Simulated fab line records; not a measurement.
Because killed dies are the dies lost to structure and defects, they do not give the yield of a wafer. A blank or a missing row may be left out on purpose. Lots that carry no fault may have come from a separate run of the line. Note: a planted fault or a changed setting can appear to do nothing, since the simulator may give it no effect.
Which of the tools did it? + flow gf180mcu + Sampling: 14 lots, 42 wafers, 2 of 602 route steps

== WHAT THE GAUGES READ, wafer by wafer ==
GF_SALICIDE_THK_MEAS_05: measures by xrf. Usual: SALICIDE_TIN_THK 19.94 nm, standard deviation 0.29.
| lot  | measured     | on           | SALICIDE_TIN_THK (nm) | flag |
|------|--------------|--------------|-----------------------|------|
| L483 | day 15 06:17 | filmMetro-03 | 19.80 19.98 19.79     |      |
| L484 | day 15 13:26 | filmMetro-03 | 19.78 19.92 20.25     |      |
| L485 | day 16 01:19 | filmMetro-03 | 19.91 19.73 20.04     |      |
| L486 | day 16 04:41 | filmMetro-01 | 19.59 19.47 19.51     |      |
| L487 | day 16 14:58 | filmMetro-01 | 19.69 19.96 19.56     |      |
| L488 | day 16 23:17 | filmMetro-01 | 19.70 19.75 19.57     |      |
| L497 | day 20 06:16 | filmMetro-01 | 20.04 19.67 20.32     |      |
| L498 | day 20 15:42 | filmMetro-01 | 19.80 19.51 19.77     |      |
| L501 | day 21 15:34 | filmMetro-01 | 20.16 19.86 20.37     |      |
| L502 | day 21 22:07 | filmMetro-01 | 20.37 20.46 20.11     |      |
| L503 | day 22 03:14 | filmMetro-01 | 19.92 19.59 20.48     |      |
| L504 | day 22 19:32 | filmMetro-01 | 20.22 20.08 20.24     |      |
| L505 | day 23 00:41 | filmMetro-02 | 20.17 20.05 20.29     |      |
| L506 | day 23 07:55 | filmMetro-03 | 19.99 19.97 19.99     |      |

GF_CONTACT_THK_MEAS_03. Usual: CONTACT_CVD_02_THK 856 nm, standard deviation 12.
| lot  | measured     | on           | CONTACT_CVD_02_THK (nm) | flag |
|------|--------------|--------------|-------------------------|------|
| L483 | day 15 06:49 | filmMetro-02 | 848 863 876             |      |
| L484 | day 15 13:58 | filmMetro-04 | 850 871 859             |      |
| L485 | day 16 01:50 | filmMetro-04 | 849 864 857             |      |
| L486 | day 16 05:13 | filmMetro-01 | 836 841 850             |      |
| L487 | day 16 15:29 | filmMetro-02 | 820 832 851             |      |
| L488 | day 16 23:57 | filmMetro-04 | 861 859 873             |      |
| L497 | day 20 06:50 | filmMetro-04 | 846 860 861             |      |
| L498 | day 20 16:13 | filmMetro-01 | 899 869 867             |      |
| L501 | day 21 16:06 | filmMetro-01 | 859 870 876             |      |
| L502 | day 21 22:38 | filmMetro-04 | 848 853 855             |      |
| L503 | day 22 03:46 | filmMetro-02 | 845 850 860             |      |
| L504 | day 22 20:10 | filmMetro-02 | 863 868 868             |      |
| L505 | day 23 01:13 | filmMetro-01 | 849 884 868             |      |
| L506 | day 23 08:46 | filmMetro-04 | 844 854 860             |      |

== WHAT TOOL EACH LOT RAN ON (gives the tool, then ch and the chambers of the sampled wafers, and finally the start) ==
There is no process step in the record ahead of these readings.

== WHAT THE TOOLS THEMSELVES READ (means of the sampled wafers that have a number; where no wafer has one, the mark that the record gives instead) ==
The record holds no such reading with a usual standard deviation.

== THE ANSWER, worked out from the rows above alone ==
Rule: a lot is off if the mean of its wafers that have a number lies more than 3 standard deviations from the usual mean. A lot without any number at a reading at which 4 lots or more have one is off too. Any other lot the step has rows for is counted as sound. After the gauges, taken in route order, come the tools' own readings; for these a lot's mean is taken, as printed above. At the first step where some lot is off, the reading lying furthest off is the one used; lots without a number count as furthest.
Nothing can be told from this: no lot is off at any reading shown.

== WHAT THE SIMULATOR HAD PUT IN ==
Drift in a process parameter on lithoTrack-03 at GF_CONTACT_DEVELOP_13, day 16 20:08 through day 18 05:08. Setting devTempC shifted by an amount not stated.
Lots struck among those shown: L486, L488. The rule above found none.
